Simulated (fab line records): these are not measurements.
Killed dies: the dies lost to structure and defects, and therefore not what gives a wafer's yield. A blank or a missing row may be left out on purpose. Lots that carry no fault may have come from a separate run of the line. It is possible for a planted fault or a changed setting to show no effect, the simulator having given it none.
Chamber matching || flow sky130 || SKY_FIELD_ISO_CMP_27 on cmp-02 has 4 sister chambers
The step polishes, stops on Si3N4, t overpolish 16 s, target thk 457.8 nm. 16 wafers are shown with their chamber, then 8 later ones without.

## WAFERS WITH THEIR CHAMBER
{"wafer": "L240.1", "chamber": 3, "motor_current_A (A)": 12.2, "overpolish_run_s (s)": 16.011, "time_to_endpoint_s (s)": 115}
{"wafer": "L240.5", "chamber": 0, "motor_current_A (A)": 12.0, "overpolish_run_s (s)": 16.002, "time_to_endpoint_s (s)": 111}
{"wafer": "L240.6", "chamber": 3, "motor_current_A (A)": 11.6, "overpolish_run_s (s)": 16.006, "time_to_endpoint_s (s)": 109}
{"wafer": "L241.2", "chamber": 1, "motor_current_A (A)": 13.7, "overpolish_run_s (s)": 15.993, "time_to_endpoint_s (s)": 105}
{"wafer": "L241.3", "chamber": 0, "motor_current_A (A)": 11.4, "overpolish_run_s (s)": 15.997, "time_to_endpoint_s (s)": 111}
{"wafer": "L241.6", "chamber": 3, "motor_current_A (A)": 12.0, "overpolish_run_s (s)": 15.975, "time_to_endpoint_s (s)": 109}
{"wafer": "L242.1", "chamber": 0, "motor_current_A (A)": 12.9, "overpolish_run_s (s)": 16.013, "time_to_endpoint_s (s)": 120}
{"wafer": "L242.5", "chamber": 0, "motor_current_A (A)": 12.7, "overpolish_run_s (s)": 15.996, "time_to_endpoint_s (s)": 112}
{"wafer": "L242.6", "chamber": 3, "motor_current_A (A)": 12.5, "overpolish_run_s (s)": 15.988, "time_to_endpoint_s (s)": 114}
{"wafer": "L245.1", "chamber": 0, "motor_current_A (A)": 12.4, "overpolish_run_s (s)": 16.006, "time_to_endpoint_s (s)": 114}
{"wafer": "L245.2", "chamber": 1, "motor_current_A (A)": 13.9, "overpolish_run_s (s)": 16.005, "time_to_endpoint_s (s)": 110}
{"wafer": "L245.4", "chamber": 2, "motor_current_A (A)": 12.4, "overpolish_run_s (s)": 15.986, "time_to_endpoint_s (s)": 111}
{"wafer": "L246.4", "chamber": 1, "motor_current_A (A)": 13.1, "overpolish_run_s (s)": 16.022, "time_to_endpoint_s (s)": 108}
{"wafer": "L246.5", "chamber": 1, "motor_current_A (A)": 13.3, "overpolish_run_s (s)": 16.003, "time_to_endpoint_s (s)": 110}
{"wafer": "L246.6", "chamber": 0, "motor_current_A (A)": 12.6, "overpolish_run_s (s)": 16.006, "time_to_endpoint_s (s)": 115}
{"wafer": "L250.2", "chamber": 3, "motor_current_A (A)": 12.3, "overpolish_run_s (s)": 16.017, "time_to_endpoint_s (s)": 105}

SIGNATURES (averages over the wafers above)
{"reading": "motor_current_A", "chamber 0": 12.333, "chamber 1": 13.500, "chamber 2": 12.400, "chamber 3": 12.120, "scatter within a chamber": 0.445}
{"reading": "overpolish_run_s", "chamber 0": 16.00333, "chamber 1": 16.00575, "chamber 2": 15.98600, "chamber 3": 15.99940, "scatter within a chamber": 0.0124}
{"reading": "time_to_endpoint_s", "chamber 0": 113.83, "chamber 1": 108.25, "chamber 2": 111.00, "chamber 3": 110.40, "scatter within a chamber": 3.45}
Rule: a wafer lies at a distance from a chamber equal to the root of the sum of squares, over the readings, of (its reading less the chamber's mean, divided by the reading's scatter). The wafer belongs to the nearest chamber; if the next one is less than 2 further off, it can't be placed. The scatter: the root of (the sum of the squares of (reading less its chamber's mean) over the shown wafers, divided by (wafers less chambers)).

## WAFERS MISSING THEIR CHAMBER
{"wafer": "L250.5", "motor_current_A (A)": 11.6, "overpolish_run_s (s)": 16.014, "time_to_endpoint_s (s)": 112}
{"wafer": "L250.6", "motor_current_A (A)": 12.0, "overpolish_run_s (s)": 16.014, "time_to_endpoint_s (s)": 114}
{"wafer": "L258.1", "motor_current_A (A)": 11.9, "overpolish_run_s (s)": 15.995, "time_to_endpoint_s (s)": 110}
{"wafer": "L258.4", "motor_current_A (A)": 12.7, "overpolish_run_s (s)": 15.986, "time_to_endpoint_s (s)": 112}
{"wafer": "L258.6", "motor_current_A (A)": 13.4, "overpolish_run_s (s)": 15.997, "time_to_endpoint_s (s)": 117}
{"wafer": "L259.3", "motor_current_A (A)": 12.2, "overpolish_run_s (s)": 16.002, "time_to_endpoint_s (s)": 112}
{"wafer": "L259.5", "motor_current_A (A)": 11.8, "overpolish_run_s (s)": 15.999, "time_to_endpoint_s (s)": 113}
{"wafer": "L259.6", "motor_current_A (A)": 11.7, "overpolish_run_s (s)": 15.975, "time_to_endpoint_s (s)": 113}

## WHICH CHAMBER EACH WENT THROUGH
{"wafer": "L250.5", "from the rows above": "can't be placed: 3 or 0 or 2", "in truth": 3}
{"wafer": "L250.6", "from the rows above": "can't be placed: 0 or 3 or 2", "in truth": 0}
{"wafer": "L258.1", "from the rows above": "can't be placed: 3 or 2 or 0", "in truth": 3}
{"wafer": "L258.4", "from the rows above": "can't be placed: 2 or 0 or 3 or 1", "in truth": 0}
{"wafer": "L258.6", "from the rows above": "can't be placed: 0 or 1 or 2 or 3", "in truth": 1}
{"wafer": "L259.3", "from the rows above": "can't be placed: 3 or 0 or 2", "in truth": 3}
{"wafer": "L259.5", "from the rows above": "can't be placed: 3 or 0 or 2", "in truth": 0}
{"wafer": "L259.6", "from the rows above": "can't be placed: 2 or 3 or 0", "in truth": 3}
0 of 8 placed correctly. These rows do not allow placing 8 (true chamber among the candidates in 8). Placed wrongly: 0.
